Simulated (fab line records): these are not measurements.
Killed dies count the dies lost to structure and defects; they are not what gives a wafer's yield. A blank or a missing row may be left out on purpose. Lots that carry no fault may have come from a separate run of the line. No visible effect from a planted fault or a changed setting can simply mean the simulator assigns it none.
Which tool is to blame? || flow sky130 || Sampling: 12 lots, 33 wafers, 5 of 708 route steps

## WHAT EACH GAUGE READ, for each wafer
SKY_LDD_N_OVL_MEAS_07. Usual: for LDD_N_OVL the level is -0.8 nm and the standard deviation is 1.4.
{"lot": "L229", "measured": "day 18 13:02", "on": "overlay-01", "LDD_N_OVL (nm)": "-0.2 -1.9 0.3", "flag": ""}
{"lot": "L234", "measured": "day 20 06:05", "on": "overlay-02", "LDD_N_OVL (nm)": "0.3 0.3", "flag": ""}
{"lot": "L236", "measured": "day 21 00:52", "on": "overlay-02", "LDD_N_OVL (nm)": "-2.3 -2.2", "flag": ""}
{"lot": "L238", "measured": "day 21 20:20", "on": "overlay-02", "LDD_N_OVL (nm)": "-1.1 -3.6", "flag": ""}
{"lot": "L241", "measured": "day 23 03:35", "on": "overlay-01", "LDD_N_OVL (nm)": "0.7 2.4 1.1", "flag": ""}
{"lot": "L243", "measured": "day 23 13:17", "on": "overlay-02", "LDD_N_OVL (nm)": "-0.5 -0.2 -1.3", "flag": ""}
{"lot": "L244", "measured": "day 24 01:11", "on": "overlay-02", "LDD_N_OVL (nm)": "-0.5 -1.0 0.3", "flag": ""}
{"lot": "L246", "measured": "day 24 13:52", "on": "overlay-02", "LDD_N_OVL (nm)": "-2.7 -3.8 -2.8", "flag": ""}
{"lot": "L247", "measured": "day 24 17:07", "on": "overlay-01", "LDD_N_OVL (nm)": "0.3 -0.4 0.2", "flag": ""}
{"lot": "L248", "measured": "day 25 07:16", "on": "overlay-02", "LDD_N_OVL (nm)": "1.0 -1.6 -1.0", "flag": ""}
{"lot": "L249", "measured": "day 25 15:02", "on": "overlay-01", "LDD_N_OVL (nm)": "-3.2 -1.9 -2.8", "flag": ""}
{"lot": "L250", "measured": "day 26 02:40", "on": "overlay-01", "LDD_N_OVL (nm)": "-0.8 -1.1 -1.9", "flag": ""}

## EACH LOT AND THE TOOL THAT RAN IT (in order: tool; ch and the chambers of the sampled wafers; start)
{"lot": "L229", "SKY_SONOS_ONO_ETCH_15": "rie_diel-01 ch 1,2,3, day 13 06:56", "SKY_SONOS_ONO_STRIP_17": "plasma_asher-03 ch 0,1, day 13 07:02", "SKY_POLY_GATE_ETCH_17": "rie_si-02 ch 1,2,3, day 17 04:13", "SKY_POLY_GATE_STRIP_18": "plasma_asher-01 ch 0,1, day 17 04:16"}
{"lot": "L234", "SKY_SONOS_ONO_ETCH_15": "rie_diel-04 ch 0,1, day 14 21:35", "SKY_SONOS_ONO_STRIP_17": "plasma_asher-01 ch 0,1, day 14 21:44", "SKY_POLY_GATE_ETCH_17": "rie_si-01 ch 2,3, day 18 21:25", "SKY_POLY_GATE_STRIP_18": "plasma_asher-04 ch 0, day 18 21:30"}
{"lot": "L236", "SKY_SONOS_ONO_ETCH_15": "rie_diel-02 ch 2,3, day 15 14:56", "SKY_SONOS_ONO_STRIP_17": "plasma_asher-01 ch 1, day 15 15:03", "SKY_POLY_GATE_ETCH_17": "rie_si-01 ch 2,3, day 19 15:52", "SKY_POLY_GATE_STRIP_18": "plasma_asher-02 ch 1, day 19 15:56"}
{"lot": "L238", "SKY_SONOS_ONO_ETCH_15": "rie_diel-02 ch 1,2, day 16 09:44", "SKY_SONOS_ONO_STRIP_17": "plasma_asher-01 ch 0,1, day 16 09:50", "SKY_POLY_GATE_ETCH_17": "rie_si-01 ch 1,3, day 20 11:16", "SKY_POLY_GATE_STRIP_18": "plasma_asher-02 ch 0,1, day 20 11:20"}
{"lot": "L241", "SKY_SONOS_ONO_ETCH_15": "rie_diel-01 ch 0,2,3, day 17 14:20", "SKY_SONOS_ONO_STRIP_17": "plasma_asher-01 ch 0,1, day 17 14:36", "SKY_POLY_GATE_ETCH_17": "rie_si-02 ch 1,2,3, day 21 19:43", "SKY_POLY_GATE_STRIP_18": "plasma_asher-02 ch 0,1, day 21 19:46"}
{"lot": "L243", "SKY_SONOS_ONO_ETCH_15": "rie_diel-02 ch 0,1,3, day 18 00:04", "SKY_SONOS_ONO_STRIP_17": "plasma_asher-01 ch 0,1, day 18 00:13", "SKY_POLY_GATE_ETCH_17": "rie_si-02 ch 2,3, day 22 05:52", "SKY_POLY_GATE_STRIP_18": "plasma_asher-01 ch 0,1, day 22 05:57"}
{"lot": "L244", "SKY_SONOS_ONO_ETCH_15": "rie_diel-02 ch 0,3, day 18 12:38", "SKY_SONOS_ONO_STRIP_17": "plasma_asher-02 ch 0,1, day 18 12:47", "SKY_POLY_GATE_ETCH_17": "rie_si-01 ch 1,2, day 22 17:46", "SKY_POLY_GATE_STRIP_18": "plasma_asher-02 ch 0,1, day 22 17:52"}
{"lot": "L246", "SKY_SONOS_ONO_ETCH_15": "rie_diel-02 ch 0,1, day 19 01:17", "SKY_SONOS_ONO_STRIP_17": "plasma_asher-03 ch 0,1, day 19 01:24", "SKY_POLY_GATE_ETCH_17": "rie_si-01 ch 0,1,2, day 23 06:01", "SKY_POLY_GATE_STRIP_18": "plasma_asher-01 ch 0,1, day 23 06:05"}
{"lot": "L247", "SKY_SONOS_ONO_ETCH_15": "rie_diel-04 ch 0,3, day 19 06:52", "SKY_SONOS_ONO_STRIP_17": "plasma_asher-01 ch 0,1, day 19 06:59", "SKY_POLY_GATE_ETCH_17": "rie_si-02 ch 1,2,3, day 23 09:46", "SKY_POLY_GATE_STRIP_18": "plasma_asher-02 ch 0,1, day 23 09:49"}
{"lot": "L248", "SKY_SONOS_ONO_ETCH_15": "rie_diel-04 ch 1,2,3, day 19 20:10", "SKY_SONOS_ONO_STRIP_17": "plasma_asher-02 ch 0,1, day 19 20:17", "SKY_POLY_GATE_ETCH_17": "rie_si-01 ch 1,2,3, day 24 00:16", "SKY_POLY_GATE_STRIP_18": "plasma_asher-02 ch 0,1, day 24 00:20"}
{"lot": "L249", "SKY_SONOS_ONO_ETCH_15": "rie_diel-04 ch 0,3, day 20 03:52", "SKY_SONOS_ONO_STRIP_17": "plasma_asher-02 ch 0,1, day 20 04:01", "SKY_POLY_GATE_ETCH_17": "rie_si-02 ch 2,3, day 24 07:49", "SKY_POLY_GATE_STRIP_18": "plasma_asher-02 ch 0,1, day 24 07:54"}
{"lot": "L250", "SKY_SONOS_ONO_ETCH_15": "rie_diel-01 ch 2,3, day 20 13:38", "SKY_SONOS_ONO_STRIP_17": "plasma_asher-02 ch 0,1, day 20 13:45", "SKY_POLY_GATE_ETCH_17": "rie_si-01 ch 0,1,2, day 24 18:46", "SKY_POLY_GATE_STRIP_18": "plasma_asher-01 ch 0,1, day 24 18:49"}
- SKY_SONOS_ONO_ETCH_15: etches the open film in CHF3/O2, target depth 19.52 nm, time 7.8 s.
- SKY_SONOS_ONO_STRIP_17: strips in O2/N2.
- SKY_POLY_GATE_ETCH_17: etches poly-Si in HBr/Cl2, stops on SiO2, target depth 180 nm, time 70.5 s.
- SKY_POLY_GATE_STRIP_18: strips in O2/N2.

## WHAT THE TOOLS THEMSELVES READ (means of the sampled wafers that have a number; where no wafer has one, the mark that the record gives instead)
SKY_SONOS_ONO_ETCH_15. Usual: drypump_motor_current_A 5.8 A, standard deviation 0.43; oes_product_au 0.999 a.u., standard deviation 0.011; throttle_valve_pct 8.825 %, standard deviation 0.01.
{"lot": "L229", "tool": "rie_diel-01", "drypump_motor_current_A (A)": 6.1, "oes_product_au (a.u.)": 0.999, "throttle_valve_pct (%)": 8.828, "flag": ""}
{"lot": "L234", "tool": "rie_diel-04", "drypump_motor_current_A (A)": 6.0, "oes_product_au (a.u.)": 1.002, "throttle_valve_pct (%)": 8.820, "flag": ""}
{"lot": "L236", "tool": "rie_diel-02", "drypump_motor_current_A (A)": 5.2, "oes_product_au (a.u.)": 0.993, "throttle_valve_pct (%)": 8.821, "flag": ""}
{"lot": "L238", "tool": "rie_diel-02", "drypump_motor_current_A (A)": 5.6, "oes_product_au (a.u.)": 1.004, "throttle_valve_pct (%)": 8.822, "flag": ""}
{"lot": "L241", "tool": "rie_diel-01", "drypump_motor_current_A (A)": 5.9, "oes_product_au (a.u.)": 0.996, "throttle_valve_pct (%)": 8.822, "flag": ""}
{"lot": "L243", "tool": "rie_diel-02", "drypump_motor_current_A (A)": 5.8, "oes_product_au (a.u.)": 0.994, "throttle_valve_pct (%)": 8.819, "flag": ""}
{"lot": "L244", "tool": "rie_diel-02", "drypump_motor_current_A (A)": 5.6, "oes_product_au (a.u.)": 0.986, "throttle_valve_pct (%)": 8.822, "flag": ""}
{"lot": "L246", "tool": "rie_diel-02", "drypump_motor_current_A (A)": 6.0, "oes_product_au (a.u.)": 1.000, "throttle_valve_pct (%)": 8.830, "flag": ""}
{"lot": "L247", "tool": "rie_diel-04", "drypump_motor_current_A (A)": 5.4, "oes_product_au (a.u.)": 0.998, "throttle_valve_pct (%)": 8.820, "flag": ""}
{"lot": "L248", "tool": "rie_diel-04", "drypump_motor_current_A (A)": 5.4, "oes_product_au (a.u.)": 0.994, "throttle_valve_pct (%)": 8.824, "flag": ""}
{"lot": "L249", "tool": "rie_diel-04", "drypump_motor_current_A (A)": 5.5, "oes_product_au (a.u.)": 0.998, "throttle_valve_pct (%)": 8.824, "flag": ""}
{"lot": "L250", "tool": "rie_diel-01", "drypump_motor_current_A (A)": 5.9, "oes_product_au (a.u.)": 1.011, "throttle_valve_pct (%)": 8.820, "flag": ""}

SKY_SONOS_ONO_STRIP_17. Usual: drypump_motor_current_A 5.84 A, standard deviation 0.17; oes_product_au 0.710 a.u., standard deviation 0.0049; strip_time_to_endpoint_s 14.10 s, standard deviation 0.038.
{"lot": "L229", "tool": "plasma_asher-03", "drypump_motor_current_A (A)": 5.86, "oes_product_au (a.u.)": 0.713, "strip_time_to_endpoint_s (s)": 14.14, "flag": ""}
{"lot": "L234", "tool": "plasma_asher-01", "drypump_motor_current_A (A)": 5.92, "oes_product_au (a.u.)": 0.714, "strip_time_to_endpoint_s (s)": 14.15, "flag": ""}
{"lot": "L236", "tool": "plasma_asher-01", "drypump_motor_current_A (A)": 5.92, "oes_product_au (a.u.)": 0.715, "strip_time_to_endpoint_s (s)": 14.09, "flag": ""}
{"lot": "L238", "tool": "plasma_asher-01", "drypump_motor_current_A (A)": 5.94, "oes_product_au (a.u.)": 0.712, "strip_time_to_endpoint_s (s)": 14.12, "flag": ""}
{"lot": "L241", "tool": "plasma_asher-01", "drypump_motor_current_A (A)": 5.91, "oes_product_au (a.u.)": 0.709, "strip_time_to_endpoint_s (s)": 14.12, "flag": ""}
{"lot": "L243", "tool": "plasma_asher-01", "drypump_motor_current_A (A)": 5.92, "oes_product_au (a.u.)": 0.715, "strip_time_to_endpoint_s (s)": 14.11, "flag": ""}
{"lot": "L244", "tool": "plasma_asher-02", "drypump_motor_current_A (A)": 5.70, "oes_product_au (a.u.)": 0.711, "strip_time_to_endpoint_s (s)": 14.05, "flag": ""}
{"lot": "L246", "tool": "plasma_asher-03", "drypump_motor_current_A (A)": 5.89, "oes_product_au (a.u.)": 0.712, "strip_time_to_endpoint_s (s)": 14.14, "flag": ""}
{"lot": "L247", "tool": "plasma_asher-01", "drypump_motor_current_A (A)": 5.91, "oes_product_au (a.u.)": 0.710, "strip_time_to_endpoint_s (s)": 14.05, "flag": ""}
{"lot": "L248", "tool": "plasma_asher-02", "drypump_motor_current_A (A)": 5.84, "oes_product_au (a.u.)": 0.708, "strip_time_to_endpoint_s (s)": 14.03, "flag": ""}
{"lot": "L249", "tool": "plasma_asher-02", "drypump_motor_current_A (A)": 5.72, "oes_product_au (a.u.)": 0.710, "strip_time_to_endpoint_s (s)": 14.11, "flag": ""}
{"lot": "L250", "tool": "plasma_asher-02", "drypump_motor_current_A (A)": 5.71, "oes_product_au (a.u.)": 0.709, "strip_time_to_endpoint_s (s)": 14.05, "flag": ""}

SKY_POLY_GATE_ETCH_17. Usual: drypump_motor_current_A 5.9 A, standard deviation 0.4; oes_product_au 0.989 a.u., standard deviation 0.0082; run_length_s 98.8 s, standard deviation 0.53; throttle_valve_pct 33.685 %, standard deviation 0.0089.
{"lot": "L229", "tool": "rie_si-02", "drypump_motor_current_A (A)": 5.9, "oes_product_au (a.u.)": 0.987, "run_length_s (s)": 98.6, "throttle_valve_pct (%)": 33.687, "flag": ""}
{"lot": "L234", "tool": "rie_si-01", "drypump_motor_current_A (A)": 6.1, "oes_product_au (a.u.)": 0.956, "run_length_s (s)": 102.3, "throttle_valve_pct (%)": 33.692, "flag": "OFF"}
{"lot": "L236", "tool": "rie_si-01", "drypump_motor_current_A (A)": 6.2, "oes_product_au (a.u.)": 0.936, "run_length_s (s)": 106.0, "throttle_valve_pct (%)": 33.680, "flag": "OFF"}
{"lot": "L238", "tool": "rie_si-01", "drypump_motor_current_A (A)": 6.3, "oes_product_au (a.u.)": 0.967, "run_length_s (s)": 102.3, "throttle_valve_pct (%)": 33.671, "flag": "OFF"}
{"lot": "L241", "tool": "rie_si-02", "drypump_motor_current_A (A)": 5.9, "oes_product_au (a.u.)": 0.982, "run_length_s (s)": 98.6, "throttle_valve_pct (%)": 33.686, "flag": ""}
{"lot": "L243", "tool": "rie_si-02", "drypump_motor_current_A (A)": 6.1, "oes_product_au (a.u.)": 0.986, "run_length_s (s)": 98.3, "throttle_valve_pct (%)": 33.684, "flag": ""}
{"lot": "L244", "tool": "rie_si-01", "drypump_motor_current_A (A)": 6.1, "oes_product_au (a.u.)": 0.993, "run_length_s (s)": 98.5, "throttle_valve_pct (%)": 33.691, "flag": ""}
{"lot": "L246", "tool": "rie_si-01", "drypump_motor_current_A (A)": 5.8, "oes_product_au (a.u.)": 0.996, "run_length_s (s)": 98.7, "throttle_valve_pct (%)": 33.680, "flag": ""}
{"lot": "L247", "tool": "rie_si-02", "drypump_motor_current_A (A)": 5.9, "oes_product_au (a.u.)": 0.984, "run_length_s (s)": 98.8, "throttle_valve_pct (%)": 33.683, "flag": ""}
{"lot": "L248", "tool": "rie_si-01", "drypump_motor_current_A (A)": 6.2, "oes_product_au (a.u.)": 0.988, "run_length_s (s)": 98.7, "throttle_valve_pct (%)": 33.689, "flag": ""}
{"lot": "L249", "tool": "rie_si-02", "drypump_motor_current_A (A)": 6.1, "oes_product_au (a.u.)": 0.996, "run_length_s (s)": 98.4, "throttle_valve_pct (%)": 33.686, "flag": ""}
{"lot": "L250", "tool": "rie_si-01", "drypump_motor_current_A (A)": 5.8, "oes_product_au (a.u.)": 0.988, "run_length_s (s)": 99.1, "throttle_valve_pct (%)": 33.669, "flag": ""}

SKY_POLY_GATE_STRIP_18. Usual: drypump_motor_current_A 5.7 A, standard deviation 0.36; oes_product_au 0.359 a.u., standard deviation 0.005; strip_time_to_endpoint_s 3.14 s, standard deviation 0.047.
{"lot": "L229", "tool": "plasma_asher-01", "drypump_motor_current_A (A)": 5.9, "oes_product_au (a.u.)": 0.360, "strip_time_to_endpoint_s (s)": 3.13, "flag": ""}
{"lot": "L234", "tool": "plasma_asher-04", "drypump_motor_current_A (A)": 4.8, "oes_product_au (a.u.)": 0.350, "strip_time_to_endpoint_s (s)": 3.08, "flag": ""}
{"lot": "L236", "tool": "plasma_asher-02", "drypump_motor_current_A (A)": 5.6, "oes_product_au (a.u.)": 0.355, "strip_time_to_endpoint_s (s)": 3.05, "flag": ""}
{"lot": "L238", "tool": "plasma_asher-02", "drypump_motor_current_A (A)": 5.8, "oes_product_au (a.u.)": 0.357, "strip_time_to_endpoint_s (s)": 3.07, "flag": ""}
{"lot": "L241", "tool": "plasma_asher-02", "drypump_motor_current_A (A)": 5.9, "oes_product_au (a.u.)": 0.357, "strip_time_to_endpoint_s (s)": 3.07, "flag": ""}
{"lot": "L243", "tool": "plasma_asher-01", "drypump_motor_current_A (A)": 5.9, "oes_product_au (a.u.)": 0.363, "strip_time_to_endpoint_s (s)": 3.15, "flag": ""}
{"lot": "L244", "tool": "plasma_asher-02", "drypump_motor_current_A (A)": 5.9, "oes_product_au (a.u.)": 0.361, "strip_time_to_endpoint_s (s)": 3.13, "flag": ""}
{"lot": "L246", "tool": "plasma_asher-01", "drypump_motor_current_A (A)": 5.9, "oes_product_au (a.u.)": 0.362, "strip_time_to_endpoint_s (s)": 3.18, "flag": ""}
{"lot": "L247", "tool": "plasma_asher-02", "drypump_motor_current_A (A)": 5.9, "oes_product_au (a.u.)": 0.358, "strip_time_to_endpoint_s (s)": 3.14, "flag": ""}
{"lot": "L248", "tool": "plasma_asher-02", "drypump_motor_current_A (A)": 5.9, "oes_product_au (a.u.)": 0.361, "strip_time_to_endpoint_s (s)": 3.14, "flag": ""}
{"lot": "L249", "tool": "plasma_asher-02", "drypump_motor_current_A (A)": 5.9, "oes_product_au (a.u.)": 0.363, "strip_time_to_endpoint_s (s)": 3.16, "flag": ""}
{"lot": "L250", "tool": "plasma_asher-01", "drypump_motor_current_A (A)": 5.9, "oes_product_au (a.u.)": 0.358, "strip_time_to_endpoint_s (s)": 3.15, "flag": ""}

## THE ANSWER, worked out from the rows above alone
Rule: a lot is off if the mean of its wafers that have a number lies more than 3 standard deviations from the usual mean. A lot without any number at a reading at which 4 lots or more have one is off too. The other lots that the step has rows for count as sound. First the gauges in route order, then the tools' own readings, where a lot's mean is used as printed above. At the first step where some lot is off, the reading lying furthest off is the one used; lots without a number count as furthest.
Off: L234, L236, L238 (SKY_POLY_GATE_ETCH_17, run_length_s).
A tool fits if, at that step or a process step before it, it ran every lot that is off, and no sound lot after the first of them. Not one of the candidates tried fits.

## WHAT HAD BEEN PUT IN BY THE SIMULATOR
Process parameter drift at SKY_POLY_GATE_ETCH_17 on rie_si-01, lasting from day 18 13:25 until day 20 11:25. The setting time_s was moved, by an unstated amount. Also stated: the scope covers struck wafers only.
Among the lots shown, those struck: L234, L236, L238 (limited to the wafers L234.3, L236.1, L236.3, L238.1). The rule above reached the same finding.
